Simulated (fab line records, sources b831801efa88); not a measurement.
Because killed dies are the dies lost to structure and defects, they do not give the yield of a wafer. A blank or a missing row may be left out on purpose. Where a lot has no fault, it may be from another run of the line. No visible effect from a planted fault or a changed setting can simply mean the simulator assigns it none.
Chamber matching / flow sky130 / SKY_VIA2_CMP_24 on cmp-01: 4 sister chambers
The step polishes, stops on SiO2, t overpolish 20 s, target thk 0 nm. 4 wafers are shown with their chamber, then 11 later ones without.

WAFERS PAIRED WITH THEIR CHAMBERS
wafer=L382.3; chamber=3; motorCurrentA (A)=9.0
wafer=L379.1; chamber=2; motorCurrentA (A)=10.1
wafer=L379.5; chamber=1; motorCurrentA (A)=11.0
wafer=L383.1; chamber=0; motorCurrentA (A)=9.2

WAFERS MISSING THEIR CHAMBER
wafer=L383.3; motorCurrentA (A)=9.1
wafer=L383.4; motorCurrentA (A)=8.9
wafer=L385.3; motorCurrentA (A)=11.3
wafer=L385.5; motorCurrentA (A)=10.0
wafer=L385.6; motorCurrentA (A)=11.4
wafer=L386.3; motorCurrentA (A)=9.2
wafer=L386.4; motorCurrentA (A)=8.9
wafer=L386.6; motorCurrentA (A)=9.7
wafer=L387.1; motorCurrentA (A)=11.4
wafer=L387.2; motorCurrentA (A)=9.9
wafer=L387.3; motorCurrentA (A)=8.8

WHICH CHAMBER EACH WENT THROUGH
wafer=L383.3; from the rows above=can't be placed: 0 or 3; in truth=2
wafer=L383.4; from the rows above=can't be placed: 3 or 0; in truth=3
wafer=L385.3; from the rows above=1; in truth=1
wafer=L385.5; from the rows above=2; in truth=2
wafer=L385.6; from the rows above=1; in truth=1
wafer=L386.3; from the rows above=can't be placed: 0 or 3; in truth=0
wafer=L386.4; from the rows above=can't be placed: 3 or 0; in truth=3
wafer=L386.6; from the rows above=can't be placed: 2 or 0 or 3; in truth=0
wafer=L387.1; from the rows above=1; in truth=1
wafer=L387.2; from the rows above=can't be placed: 2 or 0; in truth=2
wafer=L387.3; from the rows above=can't be placed: 3 or 0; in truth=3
Correctly placed: 4 of 11. These rows do not allow placing 7 (true chamber among the candidates in 6). Wrongly placed: 0.
How it was worked out, from the rows above alone: a wafer's distance from a chamber is the root of the sum, over the readings, of the square of ((its reading less the chamber's mean) divided by the reading's scatter). If the next closest chamber is less than 2 further off than the closest, the wafer can't be placed; otherwise it belongs to the closest. A chamber's mean is the mean of its shown wafers. The scatter (one wafer shown for each chamber): square how far every hidden wafer sits from the nearest shown wafer, average those squares and take the square root.
